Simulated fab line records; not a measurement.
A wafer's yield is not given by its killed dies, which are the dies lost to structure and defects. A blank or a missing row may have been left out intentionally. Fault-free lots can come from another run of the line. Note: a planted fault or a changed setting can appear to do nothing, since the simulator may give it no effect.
Struck lot and sound lot, side by side -- flow gf180mcu -- 15 steps out of a route of 602
Sound: wafers L301.1, L301.5, L301.6. Wafers L316.2, L316.4, L316.5 were the ones struck. Last of all comes the cause.
For every step that has rows: the tool of each side, followed by ch and its chambers, followed by its first start. Under that, the readings that differ: sound wafers -- struck wafers -- difference of the means -- sigmas: that difference in standard deviations of wafers without a fault.
alike: readings whose means differ by less than 2 such deviations, and words and numbers that are the same on both sides. not compared: withheld readings, readings that some wafer has no value for, bounds like >300 that may hide the same value, and numbers for which the record gives no deviation and whose values overlap.
Wherever a step has rows on one side only, a row that says differs or no value, or a row with sigmas, the two part there. Numbers that have no deviation but don't overlap get no sigmas and don't part them. A reading missing from all wafers of one side parts the sides only when that side holds two or more wafers.

first, 3 steps without rows for these wafers: GF_POLY_GATE_EXPOSE_07 (exposes mask Poly2, target cd 280 nm); GF_POLY_GATE_PEB_08 (peb time 90 s); GF_POLY_GATE_DEVELOP_09 (develop time 60 s).
GF_POLY_GATE_CD_MEAS_10 targets a cd of 280 nm.
  sound: cd sem-02 at day 9 20:14; struck: cd sem-01 at day 14 02:15
  alike: cd nm
GF_POLY_GATE_OVL_MEAS_11:
  sound: overlay-02 at day 9 20:21; struck: overlay-02 at day 14 02:21
  alike: POLY_GATE_OVL
GF_POLY_GATE_ETCH_12: etches BARC in N2/H2.
  sound on rie diel-01 ch 1,2, day 9 20:23; struck on rie diel-04 ch 2,3, day 14 02:23
  alike: drypump motor current A, oes product au, throttle valve pct
GF_POLY_GATE_ETCH_13: etches poly-Si in HBr/Cl2, stops on SiO2, target depth 198.5 nm, time 69.6 s.
  sound on rie si-01 ch 1,2,3, day 9 20:26; struck on rie si-01 ch 0,3, day 14 02:26
  alike: drypump motor current A, oes product au, throttle valve pct
  not compared: rf hours counter h
GF_POLY_GATE_STRIP_14: strips in O2/N2.
  sound on plasma asher-03 ch 0,1, day 9 20:29; struck on plasma asher-03 ch 0, day 14 02:29
  alike: drypump motor current A, heater power w, oes product au
  not compared: rf hours counter h
then, 2 steps without rows for these wafers: GF_POLY_GATE_CLEAN_15 (cleans in SC1/SC2, time 150 s); GF_POLY_GATE_OXIDATION_16 (stabilise 600 s, purge 300 s, target thk 4 nm).
GF_POLY_GATE_THK_MEAS_17:
  sound: film metro-04 at day 9 21:55; struck: film metro-01 at day 14 03:54
  alike: POLY_GATE_OXIDATION_THK
GF_POLY_GATE_CD_MEAS_18:
  sound: cd sem-02 at day 9 21:59; struck: cd sem-01 at day 14 03:59
  alike: cd nm
GF_HV_LDD_DEHYDRATE_00: time 60 s.
  sound on litho track-03 ch 0, day 10 06:20; struck on litho track-04 ch 0, day 14 13:46
reading,sound,struck,difference,sigmas
heater power total W (W),160.59 160.30 160.39,153.42 153.35 153.11,-7.13,-59
plate temp C (C),200.04 200.00 200.08,192.79 193.21 192.88,-7.08,-42
then, 2 steps without rows for these wafers: GF_HV_LDD_HMDS_01 (prime time 60 s); GF_PASSIVATION_PROBE_99.

== WHERE THEY PART ==
Within this record, at GF_HV_LDD_DEHYDRATE_00 only.

WHY: what the simulator had put in
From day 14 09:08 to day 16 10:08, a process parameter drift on litho track-04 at GF_HV_LDD_DEHYDRATE_00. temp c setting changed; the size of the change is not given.
